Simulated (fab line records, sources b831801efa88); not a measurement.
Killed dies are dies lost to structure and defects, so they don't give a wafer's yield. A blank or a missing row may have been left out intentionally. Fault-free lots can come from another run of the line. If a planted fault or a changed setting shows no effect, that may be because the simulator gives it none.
fab line records | flow sky130
record lots=14 | wafers=42 | last_day=50
route steps=708 shown FIELD_ISO@18 CONTACT@408
lots that met no fault: taken from a fault-free run of the same line
start_h: hours from the record's opening day to when the first of the lot's shown wafers began | wait_h: hours since the lot's step before | " the same as in the row above | L1.1+2: a single row standing in for several wafers | - either no value or no given start | * or withheld: withheld | < > ~ a bound
route shown NAME@n: NAME is a module with steps in the file, n the number in the route of the first one | usual: average and standard deviation across the fault-free wafers | same: alike in all rows | chamber/n: place in a boat | sites: per-site readings | _std_site: their standard deviation | _edge_site: outer sites' mean less inner sites' | radius_mm: how far each site lies from the wafer's centre | mask NAME#n: copy n | behind: tool/chamber where the wafer was last shaped | hold: why the lot was held/for how many hours/how that ended | device: names the non-switching transistor (n, p or np) | end of line: the route-end tests of the same wafers | a step with no rows: only its recipe | killed: dies lost to structure and defects at the first sort, not the wafer's yield | map: a wafer's dies, marking killed ones x, the rest . and places with no die _
set.NAME: the run value of the setting; set.NAME@STEP: its run value at that earlier step | model.NAME: the simulator's own value behind a step, which no gauge read
route steps across a sampled set of lots; one table per step, one row per wafer
services: from which hour (start_h, from the record's first day; less than 0 if before it) a tool's chamber was out of use, for how many hours, and why
## steps
# step SKY_FIELD_ISO_ETCH_17
# recipe target_depth_a=3420 | mask_material=Si3N4 | chemistry=HBr/Cl2/O2 | target=Si | taper_deg=5 | icp_w=600 | bias_w=150 | pressure_mtorr=15 | HBr_flow_sccm=150 | Cl2_flow_sccm=40 | O2_flow_sccm=6 | time_s=97.7
# usual O2_flow_sccm=6.000/0.019 | drypump_motor_current_A=5.98/0.17 | he_backside_leak_sccm=2.76/0.27 | mfc_cl2_sccm=39.99/0.12 | oes_product_au=0.999/0.013 | throttle_valve_pct=25.655/0.013
lot.wafer | tool      | chamber | start_h | wait_h | O2_flow_sccm | drypump_motor_current_A | he_backside_leak_sccm | mfc_cl2_sccm | oes_product_au | rf_hours_counter_h | throttle_valve_pct
L598.1    | rie_si-02 | 3       | 30.00   | 0.1    | 5.990        | 6.01                    | 2.63                  | 39.86        | 0.975          | 2                  | 25.660
L598.2    | "         | 0       | "       | "      | 6.000        | 5.97                    | 2.90                  | 40.20        | 1.017          | 2                  | 25.649
L598.6    | "         | 2       | "       | "      | 6.015        | 5.67                    | 2.58                  | 40.01        | 1.003          | -                  | 25.646
L599.2    | rie_si-01 | 2       | 36.32   | 0.1    | 6.016        | 5.74                    | 2.89                  | 40.04        | 1.020          | 143                | 25.642
L599.3    | "         | 1       | "       | "      | 6.006        | 6.23                    | 2.55                  | 39.85        | 0.980          | 55                 | 25.681
L599.6    | "         | 3       | "       | "      | 5.985        | 5.99                    | 2.89                  | 39.82        | 1.011          | -                  | 25.646
L601.1    | rie_si-01 | 2       | 45.32   | 0.1    | 5.993        | 5.70                    | 3.19                  | 39.93        | 1.001          | 143                | 25.645
L601.3    | "         | 1       | "       | "      | 6.002        | 6.23                    | 2.34                  | 40.09        | 0.990          | 55                 | 25.675
L601.5    | "         | 0       | "       | "      | 5.960        | 6.15                    | 2.74                  | 40.09        | 0.982          | -                  | 25.668
L602.1    | rie_si-02 | 3       | 50.47   | 0.1    | 5.976        | 6.02                    | 2.67                  | 39.89        | 0.975          | 2                  | 25.682
L602.5    | "         | 1       | "       | "      | 5.994        | 5.92                    | 2.69                  | 40.17        | 0.990          | -                  | 25.660
L602.6    | "         | 0       | "       | "      | 5.986        | 5.93                    | 2.87                  | 40.03        | 1.007          | -                  | 25.653
L603.2    | rie_si-02 | 1       | 55.57   | 0.1    | 6.006        | 5.88                    | 2.87                  | 40.26        | 0.994          | 74                 | 25.672
L603.4    | "         | 1       | "       | "      | 5.987        | 5.90                    | 2.62                  | 40.04        | 0.992          | -                  | 25.660
L603.6    | "         | 3       | "       | "      | 6.020        | 6.00                    | 2.50                  | 39.99        | 0.991          | -                  | 25.672
L604.1    | rie_si-02 | 2       | 60.92   | 0.1    | 6.003        | 5.67                    | 2.49                  | 40.06        | 1.007          | 1                  | 25.652
L604.2    | "         | 1       | "       | "      | 6.021        | 5.87                    | 2.86                  | 39.97        | 0.983          | 74                 | 25.640
L604.4    | "         | 3       | "       | "      | 5.983        | 5.97                    | 2.52                  | 40.09        | 0.994          | 2                  | 25.658
L605.4    | rie_si-01 | 1       | 64.37   | 0.0    | 6.030        | 6.23                    | 2.56                  | 39.99        | 0.979          | 56                 | 25.657
L605.5    | "         | 0       | "       | "      | 5.995        | 6.16                    | 3.23                  | 39.94        | 0.981          | -                  | 25.656
L605.6    | "         | 1       | "       | "      | 6.034        | 6.22                    | 2.56                  | 40.06        | 0.986          | -                  | 25.655
L612.2    | rie_si-02 | 0       | 100.32  | 0.1    | 5.997        | 5.93                    | 2.92                  | 40.12        | 1.013          | 2                  | 25.650
L612.3    | "         | 3       | "       | "      | 5.990        | 6.02                    | 2.58                  | 40.08        | 0.988          | 3                  | 25.672
L612.6    | "         | 0       | "       | "      | 5.999        | 5.94                    | 2.90                  | 40.01        | 1.016          | -                  | 25.650
L613.1    | rie_si-01 | 1       | 109.20  | 0.1    | 6.003        | 6.22                    | 2.63                  | 39.94        | 0.992          | 56                 | 25.669
L613.3    | "         | 0       | "       | "      | 5.992        | 6.11                    | 2.53                  | 40.09        | 0.976          | 51                 | 25.669
L613.5    | "         | 1       | "       | "      | 6.030        | 6.21                    | 2.52                  | 39.95        | 0.990          | -                  | 25.660
L615.1    | rie_si-01 | 3       | 117.70  | 0.1    | 5.981        | 6.00                    | 3.04                  | 39.89        | 1.021          | 112                | 25.668
L615.3    | "         | 1       | "       | "      | 5.973        | 6.23                    | 2.44                  | 40.13        | 0.997          | 56                 | 25.673
L615.4    | "         | 0       | "       | "      | 6.011        | 6.11                    | 2.61                  | 39.89        | 0.980          | -                  | 25.670
L617.1    | rie_si-02 | 2       | 127.22  | 0.1    | 5.989        | 5.66                    | 2.44                  | 39.95        | 1.008          | 1                  | 25.664
L617.2    | "         | 1       | "       | "      | 5.996        | 5.94                    | 2.94                  | 40.17        | 0.994          | 75                 | 25.662
L617.4    | "         | 0       | "       | "      | 6.018        | 5.94                    | 2.81                  | 39.85        | 1.017          | 3                  | 25.635
L618.1    | rie_si-02 | 0       | 135.17  | 0.1    | 6.006        | 5.95                    | 3.06                  | 39.79        | 1.026          | 3                  | 25.653
L618.2    | "         | 3       | "       | "      | 5.981        | 5.97                    | 2.59                  | 40.12        | 1.003          | 3                  | 25.661
L618.6    | "         | 1       | "       | "      | 6.005        | 5.88                    | 2.71                  | 39.98        | 0.989          | -                  | 25.654
L620.2    | rie_si-01 | 0       | 145.42  | 0.1    | 5.999        | 6.14                    | 2.70                  | 40.15        | 0.992          | 52                 | 25.669
L620.4    | "         | 3       | "       | "      | 6.020        | 6.00                    | 2.87                  | 39.84        | 1.008          | 112                | 25.648
L620.5    | "         | 2       | "       | "      | 6.002        | 5.75                    | 3.03                  | 40.14        | 1.009          | -                  | 25.654
L621.1    | rie_si-02 | 3       | 150.37  | 0.1    | 6.026        | 6.00                    | 2.60                  | 40.03        | 0.984          | 3                  | 25.665
L621.3    | "         | 1       | "       | "      | 6.014        | 5.89                    | 2.69                  | 39.86        | 0.997          | 75                 | 25.673
L621.4    | "         | 2       | "       | "      | 5.999        | 5.66                    | 4.10                  | 39.84        | 1.009          | 2                  | 25.635
# step SKY_FIELD_ISO_THK_MEAS_23
# recipe reads=SiO2_of_FIELD_ISO_OXIDATION_22
# usual FIELD_ISO_OXIDATION_01_THK=9.92/0.18
lot.wafer | tool          | chamber | start_h | wait_h | FIELD_ISO_OXIDATION_01_THK[nm]
L598.1    | film_metro-04 | -       | 33.64   | 0.0    | 9.69
L598.2    | "             | -       | "       | "      | 9.89
L598.6    | "             | -       | "       | "      | 9.96
L599.2    | film_metro-04 | -       | 37.84   | 0.0    | 10.24
L599.3    | "             | -       | "       | "      | 10.29
L599.6    | "             | -       | "       | "      | 10.34
L601.1    | film_metro-04 | -       | 47.32   | 0.0    | 10.22
L601.3    | "             | -       | "       | "      | 10.08
L601.5    | "             | -       | "       | "      | 10.26
L602.1    | film_metro-04 | -       | 52.53   | 0.0    | 10.16
L602.5    | "             | -       | "       | "      | 10.09
L602.6    | "             | -       | "       | "      | 10.18
L603.2    | film_metro-04 | -       | 57.81   | 0.0    | 10.04
L603.4    | "             | -       | "       | "      | 9.98
L603.6    | "             | -       | "       | "      | 9.80
L604.1    | film_metro-02 | -       | 63.34   | 0.0    | 9.93
L604.2    | "             | -       | "       | "      | 10.06
L604.4    | "             | -       | "       | "      | 10.03
L605.4    | film_metro-02 | -       | 65.97   | 0.0    | 9.84
L605.5    | "             | -       | "       | "      | 9.74
L605.6    | "             | -       | "       | "      | 9.81
L612.2    | film_metro-04 | -       | 104.02  | 0.0    | 10.08
L612.3    | "             | -       | "       | "      | 9.96
L612.6    | "             | -       | "       | "      | 10.01
L613.1    | film_metro-02 | -       | 110.71  | 0.0    | 9.82
L613.3    | "             | -       | "       | "      | 9.72
L613.5    | "             | -       | "       | "      | 9.74
L615.1    | film_metro-02 | -       | 122.78  | 0.0    | 9.81
L615.3    | "             | -       | "       | "      | 9.76
L615.4    | "             | -       | "       | "      | 9.74
L617.1    | film_metro-04 | -       | 130.00  | 0.0    | 9.96
L617.2    | "             | -       | "       | "      | 9.86
L617.4    | "             | -       | "       | "      | 9.72
L618.1    | film_metro-04 | -       | 138.20  | 0.0    | 9.92
L618.2    | "             | -       | "       | "      | 9.90
L618.6    | "             | -       | "       | "      | 10.00
L620.2    | film_metro-04 | -       | 148.64  | 0.0    | 9.51
L620.4    | "             | -       | "       | "      | 9.67
L620.5    | "             | -       | "       | "      | 9.68
L621.1    | film_metro-02 | -       | 152.69  | 0.0    | 9.62
L621.3    | "             | -       | "       | "      | 9.67
L621.4    | "             | -       | "       | "      | 9.73
# step SKY_FIELD_ISO_CMP_27
# recipe stop_on=Si3N4 | t_overpolish_s=16 | down_force_psi=4 | platen_rpm=60 | target_thk_nm=457.8 | pad_velocity_m_s=0.94248
# usual edge_zone_pressure_frac=1.001/0.0052 | head_pressure_psi=3.999/0.0086 | motor_current_A=12.1/1.1 | overpolish_run_s=16.000/0.0096 | time_to_endpoint_s=110/6.6
lot.wafer | tool   | chamber | start_h | wait_h | edge_zone_pressure_frac | head_pressure_psi | motor_current_A | overpolish_run_s | time_to_endpoint_s
L598.2    | cmp-02 | 2       | 36.49   | 0.1    | 0.998                   | 4.001             | 10.8            | 16.008           | 96
L598.1    | "      | 3       | "       | "      | 0.998                   | 3.995             | 10.7            | 15.996           | 100
L598.6    | "      | 1       | "       | "      | 1.005                   | 4.008             | 11.6            | 15.999           | 109
L599.2    | cmp-02 | 3       | 39.57   | 0.1    | 0.997                   | 4.010             | 10.3            | 15.995           | 100
L599.3    | "      | 1       | "       | "      | 1.002                   | 3.996             | 11.5            | 16.006           | 104
L599.6    | "      | 3       | "       | "      | 0.997                   | 4.002             | 10.8            | 16.002           | 102
L601.3    | cmp-01 | 2       | 50.00   | 0.1    | 1.006                   | 3.992             | 12.6            | 15.992           | 111
L601.1    | "      | 0       | "       | "      | 1.005                   | 4.010             | 13.3            | 15.994           | 116
L601.5    | "      | 1       | "       | "      | 1.000                   | 4.010             | 11.7            | 16.012           | 106
L602.1    | cmp-01 | 2       | 54.79   | 0.0    | 0.991                   | 4.009             | 12.8            | 16.008           | 109
L602.5    | "      | 2       | "       | "      | 0.993                   | 4.007             | 12.2            | 16.004           | 111
L602.6    | "      | 3       | "       | "      | 1.007                   | 4.012             | 13.7            | 16.009           | 121
L603.2    | cmp-01 | 0       | 61.48   | 0.1    | 1.010                   | 4.004             | 12.2            | 16.006           | 117
L603.4    | "      | 2       | "       | "      | 0.995                   | 4.002             | 11.9            | 16.012           | 111
L603.6    | "      | 0       | "       | "      | 1.005                   | 4.004             | 12.9            | 15.991           | 116
L604.2    | cmp-01 | 2       | 65.40   | 0.4    | 0.996                   | 4.004             | 12.4            | 15.987           | 107
L604.4    | "      | 3       | "       | "      | 1.007                   | 3.995             | 13.3            | 16.005           | 121
L604.1    | "      | 0       | "       | "      | 1.004                   | 3.988             | 12.3            | 15.993           | 111
L605.4    | cmp-02 | 2       | 68.18   | 0.1    | 1.008                   | 3.998             | 10.6            | 15.981           | 102
L605.5    | "      | 1       | "       | "      | 1.005                   | 4.003             | 11.5            | 16.005           | 115
L605.6    | "      | 2       | "       | "      | 1.007                   | 3.992             | 11.3            | 16.002           | 107
L612.3    | cmp-02 | 0       | 105.80  | 0.1    | 0.998                   | 3.991             | 12.1            | 16.000           | 112
L612.2    | "      | 1       | "       | "      | 0.990                   | 3.983             | 11.1            | 15.994           | 115
L612.6    | "      | 3       | "       | "      | 1.000                   | 4.005             | 10.2            | 16.009           | 103
L613.3    | cmp-02 | 2       | 115.89  | 2.1    | 0.994                   | 4.007             | 10.5            | 15.987           | 102
L613.1    | "      | 3       | "       | "      | 0.998                   | 4.001             | 10.3            | 16.009           | 106
L613.5    | "      | 2       | "       | "      | 0.997                   | 4.003             | 10.7            | 15.996           | 99
L615.4    | cmp-01 | 0       | 127.33  | 0.0    | 1.002                   | 4.013             | 12.8            | 16.002           | 115
L615.3    | "      | 2       | "       | "      | 0.992                   | 4.001             | 12.5            | 16.003           | 105
L615.1    | "      | 3       | "       | "      | 0.999                   | 4.000             | 13.9            | 15.991           | 122
L617.1    | cmp-01 | 3       | 132.84  | 0.0    | 0.997                   | 3.984             | 13.9            | 15.994           | 120
L617.2    | "      | 0       | "       | "      | 1.008                   | 3.989             | 12.6            | 15.992           | 119
L617.4    | "      | 2       | "       | "      | 0.995                   | 3.993             | 12.8            | 15.979           | 113
L618.2    | cmp-02 | 0       | 140.04  | 0.1    | 1.000                   | 4.004             | 12.9            | 16.011           | 109
L618.1    | "      | 2       | "       | "      | 1.003                   | 4.010             | 11.0            | 15.989           | 97
L618.6    | "      | 0       | "       | "      | 0.999                   | 3.994             | 12.7            | 16.008           | 109
L620.4    | cmp-01 | 1       | 151.52  | 0.0    | 1.008                   | 3.995             | 11.3            | 15.993           | 103
L620.2    | "      | 3       | "       | "      | 1.000                   | 3.996             | 14.4            | 16.009           | 119
L620.5    | "      | 2       | "       | "      | 0.990                   | 3.992             | 12.3            | 16.011           | 108
L621.3    | cmp-01 | 1       | 155.64  | 0.1    | 1.004                   | 4.000             | 11.5            | 15.975           | 103
L621.1    | "      | 2       | "       | "      | 1.004                   | 3.989             | 12.2            | 16.000           | 108
L621.4    | "      | 3       | "       | "      | 0.996                   | 4.000             | 14.3            | 16.001           | 113
# step SKY_CONTACT_HDPCVD_02
# recipe material=SiO2 | target_thk_nm=565 | sigma_open_frac=0.3 | time_s=94.2 | temp_c=600 | sih4_flow_sccm=60 | pressure_mtorr=6
lot.wafer  | tool      | chamber | start_h | wait_h
L598.1+2+6 | hdpcvd-01 | 2,0,2   | 693.19  | 0.1
L599.2+3+6 | hdpcvd-02 | 2,1,2   | 707.31  | 0.0
L601.1+3+5 | hdpcvd-01 | 2,0,2   | 722.87  | 0.1
L602.1+5+6 | hdpcvd-02 | 0,1,2   | 727.17  | 0.1
L603.2+4+6 | hdpcvd-02 | 2,1,2   | 736.88  | 0.0
L604.1+2+4 | hdpcvd-02 | 0,1,2   | 784.37  | 0.1
L605.4+5+6 | hdpcvd-02 | 1,2,0   | 785.65  | 0.1
L612.2+3+6 | hdpcvd-02 | 1,0,1   | 806.64  | 0.0
L613.1+3+5 | hdpcvd-02 | 2,1,0   | 820.00  | 0.1
L615.1+3+4 | hdpcvd-02 | 0,2,2   | 873.60  | 0.1
L618.1+2+6 | hdpcvd-02 | 0,1,2   | 875.44  | 0.1
L617.1+2+4 | hdpcvd-01 | 1,2,2   | 878.94  | 0.1
L620.2+4+5 | hdpcvd-02 | 1,1,0   | 879.54  | 0.0
L621.1+3+4 | hdpcvd-02 | 2,0,1   | 880.37  | 0.1
# step SKY_CONTACT_THK_MEAS_03
# recipe reads=SiO2_of_CONTACT_HDPCVD_02
# usual CONTACT_HDPCVD_THK=563/6.3
lot.wafer | tool          | chamber | start_h | wait_h | hold                     | CONTACT_HDPCVD_THK[nm]
L598.1    | film_metro-04 | -       | 693.26  | 0.0    | -                        | 554
L598.2    | "             | -       | "       | "      | -                        | 567
L598.6    | "             | -       | "       | "      | -                        | 550
L599.2    | film_metro-03 | -       | 707.39  | 0.0    | -                        | 576
L599.3    | "             | -       | "       | "      | -                        | 564
L599.6    | "             | -       | "       | "      | -                        | 568
L601.1    | film_metro-04 | -       | 722.93  | 0.0    | -                        | 561
L601.3    | "             | -       | "       | "      | -                        | 565
L601.5    | "             | -       | "       | "      | -                        | 565
L602.1    | film_metro-02 | -       | 727.24  | 0.0    | -                        | 552
L602.5    | "             | -       | "       | "      | -                        | 552
L602.6    | "             | -       | "       | "      | -                        | 562
L603.2    | film_metro-04 | -       | 736.96  | 0.0    | -                        | 571
L603.4    | "             | -       | "       | "      | -                        | 565
L603.6    | "             | -       | "       | "      | -                        | 560
L604.1    | film_metro-04 | -       | 784.44  | 0.0    | -                        | 568
L604.2    | "             | -       | "       | "      | -                        | 564
L604.4    | "             | -       | "       | "      | -                        | 575
L605.4    | film_metro-02 | -       | 785.71  | 0.0    | -                        | 564
L605.5    | "             | -       | "       | "      | -                        | 565
L605.6    | "             | -       | "       | "      | -                        | 560
L612.2    | film_metro-04 | -       | 806.72  | 0.0    | await_dispo/0.2h/release | 320
L612.3    | "             | -       | "       | "      | await_dispo/0.2h/release | 571
L612.6    | "             | -       | "       | "      | await_dispo/0.2h/release | 325
L612.2    | film_metro-04 | -       | 806.95  | 0.2    | -                        | 319
L612.3    | "             | -       | "       | "      | -                        | 571
L612.6    | "             | -       | "       | "      | -                        | 325
L613.1    | film_metro-02 | -       | 820.07  | 0.0    | await_dispo/0.2h/release | 560
L613.3    | "             | -       | "       | "      | await_dispo/0.2h/release | 314
L613.5    | "             | -       | "       | "      | await_dispo/0.2h/release | 558
L613.1    | film_metro-02 | -       | 820.30  | 0.2    | -                        | 560
L613.3    | "             | -       | "       | "      | -                        | 314
L613.5    | "             | -       | "       | "      | -                        | 558
L615.1    | film_metro-04 | -       | 873.67  | 0.0    | -                        | 549
L615.3    | "             | -       | "       | "      | -                        | 567
L615.4    | "             | -       | "       | "      | -                        | 562
L618.1    | film_metro-04 | -       | 875.51  | 0.0    | -                        | 555
L618.2    | "             | -       | "       | "      | -                        | 559
L618.6    | "             | -       | "       | "      | -                        | 571
L617.1    | film_metro-04 | -       | 879.01  | 0.0    | -                        | 556
L617.2    | "             | -       | "       | "      | -                        | 563
L617.4    | "             | -       | "       | "      | -                        | 565
L620.2    | film_metro-04 | -       | 879.62  | 0.0    | -                        | 567
L620.4    | "             | -       | "       | "      | -                        | 572
L620.5    | "             | -       | "       | "      | -                        | 565
L621.1    | film_metro-04 | -       | 880.44  | 0.0    | -                        | 558
L621.3    | "             | -       | "       | "      | -                        | 549
L621.4    | "             | -       | "       | "      | -                        | 558
# step SKY_CONTACT_CMP_04
# recipe material=SiO2 | down_force_psi=4 | platen_rpm=60 | pad_velocity_m_s=0.94248
# usual edge_zone_pressure_frac=1.000/0.0054 | head_pressure_psi=3.998/0.0088 | motor_current_A=12.1/1.1 | time_to_endpoint_s=81/5.9
lot.wafer | tool   | chamber | start_h | wait_h | hold                     | edge_zone_pressure_frac | head_pressure_psi | motor_current_A | time_to_endpoint_s
L598.1    | cmp-02 | 0       | 693.32  | 0.1    | -                        | 1.009                   | 4.000             | 12.6            | 79
L598.2    | "      | 2       | "       | "      | -                        | 1.009                   | 3.993             | 11.1            | 75
L598.6    | "      | 0       | "       | "      | -                        | 1.007                   | 3.990             | 12.8            | 78
L599.2    | cmp-02 | 0       | 707.44  | 0.0    | -                        | 0.996                   | 3.990             | 13.1            | 85
L599.3    | "      | 2       | "       | "      | -                        | 0.996                   | 4.006             | 11.0            | 73
L599.6    | "      | 0       | "       | "      | -                        | 0.996                   | 3.999             | 13.2            | 83
L601.1    | cmp-02 | 1       | 722.99  | 0.1    | -                        | 1.004                   | 3.994             | 12.0            | 83
L601.3    | "      | 2       | "       | "      | -                        | 1.000                   | 4.018             | 11.0            | 75
L601.5    | "      | 1       | "       | "      | -                        | 1.004                   | 4.017             | 11.5            | 83
L602.1    | cmp-02 | 1       | 727.45  | 0.2    | -                        | 1.001                   | 3.997             | 11.6            | 80
L602.5    | "      | 2       | "       | "      | -                        | 1.002                   | 4.009             | 11.0            | 73
L602.6    | "      | 3       | "       | "      | -                        | 0.987                   | 3.997             | 10.8            | 77
L603.4    | cmp-02 | 2       | 737.01  | 0.0    | -                        | 1.006                   | 3.990             | 10.8            | 73
L603.2    | "      | 3       | "       | "      | -                        | 0.996                   | 3.994             | 11.0            | 80
L603.6    | "      | 2       | "       | "      | -                        | 1.001                   | 4.006             | 10.9            | 72
L604.1    | cmp-02 | 3       | 784.55  | 0.1    | -                        | 0.995                   | 3.992             | 10.6            | 78
L604.4    | "      | 0       | "       | "      | -                        | 0.998                   | 3.997             | 13.0            | 85
L604.2    | "      | 1       | "       | "      | -                        | 1.001                   | 4.007             | 11.5            | 83
L605.4    | cmp-02 | 1       | 785.74  | 0.0    | -                        | 0.996                   | 3.988             | 11.7            | 83
L605.6    | "      | 1       | "       | "      | -                        | 1.003                   | 3.988             | 12.0            | 79
L605.5    | "      | 2       | "       | "      | -                        | 1.010                   | 3.992             | 11.0            | 71
L612.2    | cmp-02 | 3       | 808.79  | 1.8    | await_dispo/1.7h/release | 0.997                   | 4.003             | 10.4            | 47
L612.3    | "      | 0       | "       | "      | await_dispo/1.7h/release | 1.006                   | 4.017             | 13.0            | 86
L612.6    | "      | 3       | "       | "      | await_dispo/1.7h/release | 1.002                   | 3.991             | 10.6            | 46
L613.3    | cmp-01 | 3       | 821.80  | 1.5    | await_dispo/1.1h/release | 1.000                   | 4.001             | 14.2            | 54
L613.1    | "      | 0       | "       | "      | await_dispo/1.1h/release | 1.004                   | 4.004             | 12.9            | 82
L613.5    | "      | 0       | "       | "      | await_dispo/1.1h/release | 1.000                   | 3.982             | 13.4            | 83
L615.3    | cmp-01 | 0       | 873.78  | 0.1    | -                        | 0.999                   | 4.003             | 12.6            | 85
L615.4    | "      | 1       | "       | "      | -                        | 1.002                   | 4.009             | 10.8            | 76
L615.1    | "      | 2       | "       | "      | -                        | 0.991                   | 4.017             | 12.9            | 75
L618.1    | cmp-01 | 0       | 875.67  | 0.1    | -                        | 0.998                   | 4.005             | 13.1            | 88
L618.2    | "      | 1       | "       | "      | -                        | 1.001                   | 4.013             | 11.1            | 82
L618.6    | "      | 2       | "       | "      | -                        | 0.997                   | 3.999             | 12.8            | 88
L617.2    | cmp-01 | 2       | 879.07  | 0.0    | -                        | 0.996                   | 3.999             | 11.9            | 83
L617.1    | "      | 3       | "       | "      | -                        | 1.006                   | 3.985             | 13.4            | 91
L617.4    | "      | 0       | "       | "      | -                        | 0.997                   | 4.000             | 12.8            | 89
L620.2    | cmp-01 | 3       | 879.72  | 0.1    | -                        | 1.002                   | 3.997             | 13.7            | 91
L620.4    | "      | 1       | "       | "      | -                        | 1.000                   | 4.000             | 10.9            | 79
L620.5    | "      | 3       | "       | "      | -                        | 1.002                   | 3.996             | 13.5            | 91
L621.1    | cmp-02 | 0       | 880.50  | 0.1    | -                        | 1.000                   | 4.000             | 12.9            | 81
L621.4    | "      | 1       | "       | "      | -                        | 0.993                   | 3.998             | 11.2            | 78
L621.3    | "      | 2       | "       | "      | -                        | 0.998                   | 3.990             | 11.6            | 65
# step SKY_CONTACT_ETCH_17
# recipe target=SiO2 | chemistry=C4F8/O2/Ar | stop_on=Si3N4 | mask_material=KrF-thick | source_w=1500 | bias_w=1200 | pressure_mtorr=40 | c4f8_flow_sccm=withheld | O2_flow_sccm=6 | Ar_flow_sccm=300 | time_s=withheld | target_depth_a=3400
# usual oes_product_au=0.891/0.005
lot.wafer | tool        | chamber | start_h | wait_h | oes_product_au
L598.1    | rie_diel-04 | 2       | 721.80  | 0.0    | 0.896
L598.2    | "           | 0       | "       | "      | 0.886
L598.6    | "           | 3       | "       | "      | 0.891
L599.2    | rie_diel-04 | 3       | 734.90  | 0.0    | 0.898
L599.3    | "           | 0       | "       | "      | 0.882
L599.6    | "           | 2       | "       | "      | 0.896
L601.1    | rie_diel-03 | 1       | 750.60  | 0.0    | 0.893
L601.3    | "           | 0       | "       | "      | 0.898
L601.5    | "           | 2       | "       | "      | 0.903
L602.1    | rie_diel-03 | 2       | 755.35  | 0.0    | 0.889
L602.5    | "           | 0       | "       | "      | 0.881
L602.6    | "           | 3       | "       | "      | 0.892
L603.2    | rie_diel-04 | 0       | 765.20  | 0.0    | 0.890
L603.4    | "           | 1       | "       | "      | 0.882
L603.6    | "           | 0       | "       | "      | 0.890
L604.1    | rie_diel-03 | 2       | 811.40  | 0.0    | 0.896
L604.2    | "           | 3       | "       | "      | 0.884
L604.4    | "           | 1       | "       | "      | 0.888
L605.4    | rie_diel-04 | 0       | 812.60  | 0.0    | 0.883
L605.5    | "           | 1       | "       | "      | 0.878
L605.6    | "           | 0       | "       | "      | 0.894
L612.2    | rie_diel-01 | 0       | 832.90  | 0.0    | 0.860
L612.3    | "           | 1       | "       | "      | 0.893
L612.6    | "           | 3       | "       | "      | 0.865
L613.1    | rie_diel-04 | 1       | 847.15  | 0.0    | 0.895
L613.3    | "           | 0       | "       | "      | 0.855
L613.5    | "           | 0       | "       | "      | 0.888
L615.1    | rie_diel-04 | 3       | 900.00  | 0.0    | 0.895
L615.3    | "           | 0       | "       | "      | 0.898
L615.4    | "           | 1       | "       | "      | 0.889
L618.1    | rie_diel-04 | 2       | 901.90  | 0.0    | 0.899
L618.2    | "           | 0       | "       | "      | 0.886
L618.6    | "           | 1       | "       | "      | 0.890
L617.1    | rie_diel-03 | 2       | 905.20  | 0.0    | 0.896
L617.2    | "           | 1       | "       | "      | 0.895
L617.4    | "           | 0       | "       | "      | 0.886
L620.2    | rie_diel-01 | 2       | 905.60  | 0.0    | 0.897
L620.4    | "           | 0       | "       | "      | 0.890
L620.5    | "           | 2       | "       | "      | 0.894
L621.1    | rie_diel-03 | 0       | 907.65  | 0.0    | 0.903
L621.3    | "           | 2       | "       | "      | 0.893
L621.4    | "           | 1       | "       | "      | 0.891
## services
tool   | chamber | start_h | hours | kind
cmp-02 | -       | 64.00   | 4.0   | pm
cmp-01 | -       | 110.19  | 7.2   | pm
cmp-02 | -       | 111.21  | 4.0   | repair
cmp-01 | -       | 124.94  | 1.4   | repair
cmp-02 | -       | 129.87  | 0.6   | repair
cmp-01 | -       | 133.22  | 0.5   | repair
cmp-01 | -       | 138.68  | 1.9   | repair
cmp-02 | -       | 144.95  | 12.7  | pm
cmp-02 | -       | 167.18  | 1.1   | repair
cmp-02 | -       | 207.27  | 5.3   | pm
cmp-02 | -       | 292.41  | 0.9   | repair
cmp-02 | -       | 298.69  | 1.0   | repair
cmp-02 | -       | 372.39  | 4.4   | pm
cmp-02 | -       | 404.26  | 4.0   | pm
cmp-02 | -       | 472.87  | 0.9   | repair
cmp-02 | -       | 477.22  | 4.5   | repair
cmp-02 | -       | 483.90  | 0.4   | repair
cmp-02 | -       | 527.94  | 1.9   | repair
cmp-02 | -       | 595.95  | 2.2   | repair
cmp-02 | -       | 602.38  | 5.1   | repair
cmp-02 | -       | 609.74  | 1.9   | repair
cmp-02 | -       | 741.39  | 12.4  | pm
cmp-02 | -       | 753.75  | 4.0   | pm
cmp-02 | -       | 863.31  | 6.6   | pm
## key
first_sign step=SKY_CONTACT_THK_MEAS_03 | reading=visit | direction=added
effect step=SKY_CONTACT_THK_MEAS_03 | reading=CONTACT_HDPCVD_THK | direction=down | sigmas=39 | usual=563 | struck=319
effect step=SKY_CONTACT_CMP_04 | reading=time_to_endpoint_s | direction=down | sigmas=5.4 | usual=* | struck=*
effect step=SKY_CONTACT_ETCH_17 | reading=oes_product_au | direction=down | sigmas=6.2 | usual=0.891 | struck=0.860
met_at SKY_CONTACT_HDPCVD_02
struck_lots L612,L613
struck_wafers L612.2,L612.6,L613.3
sort_left_out L612.2,L612.6,L613.3
tester_left_out L612,L613
not_acting_at SKY_FIELD_ISO_ETCH_17,SKY_FIELD_ISO_THK_MEAS_23,SKY_FIELD_ISO_CMP_27
onset_between 785.65 806.64
fault kind=process_parameter_drift | tool=hdpcvd-02 | chamber=1 | onset_h=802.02 | steps=SKY_CONTACT_HDPCVD_02 | channel=target_thk_nm | offset=-249.39 | shape=step | end_h=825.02 | acts_in=these_recipes_only | stated=565
# tester_left_out: of these lots the tester's yield and bins aren't shown, on N5 and GAA mostly nor the transistor test; their killed dies are dies lost to structure and defects alone, not to doping, threshold or leakage, so they don't give the yield
# sort_left_out: the simulated sort isn't trusted on such a fault, so these wafers' sort isn't shown, and their yield isn't known
